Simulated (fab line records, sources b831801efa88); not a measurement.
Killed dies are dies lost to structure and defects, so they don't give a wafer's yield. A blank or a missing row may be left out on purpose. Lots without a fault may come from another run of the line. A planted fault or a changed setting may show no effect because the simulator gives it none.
Which tool did it? | flow gf180mcu | 7 lots, 21 wafers sampled, at 1 step of a route of 602

WHAT THE GAUGES READ, wafer by wafer
GF_V2_THK_MEAS_01.
lot  | measured     | on            | V2_CVD_00_THK (nm)
L171 | day 20 17:28 | film_metro-04 | 601 597 600
L173 | day 21 01:08 | film_metro-04 | 601 599 602
L178 | day 23 11:22 | film_metro-04 | 603 601 610
L182 | day 24 10:07 | film_metro-03 | 596 596 598
L185 | day 25 09:25 | film_metro-01 | 591 594 592
L188 | day 26 08:18 | film_metro-03 | 605 606 602
L190 | day 26 14:09 | film_metro-03 | 602 597 597

WHICH TOOL RAN EACH LOT (tool, then ch and the chambers of the sampled wafers, then the start)
The record holds no process step before these readings.

THE ANSWER, worked out from the rows above alone
Rule: what is usual is taken from the lots themselves. Put in order of their means at a reading, lots are off if they are a third of the lots or fewer, leave a main group of 4 or more, and stand apart from it by a gap of 3 or more times the standard deviation of the main group's means; of several such gaps the widest counts. A main group whose means are all the same, to the digits that the tables above print for the reading, isn't used. A lot without any number at a reading at which 4 lots or more have one is off too. The other lots that the step has rows for count as sound.
No lot is off at any reading shown: from this, nothing can be told.

WHAT THE SIMULATOR HAD PUT IN
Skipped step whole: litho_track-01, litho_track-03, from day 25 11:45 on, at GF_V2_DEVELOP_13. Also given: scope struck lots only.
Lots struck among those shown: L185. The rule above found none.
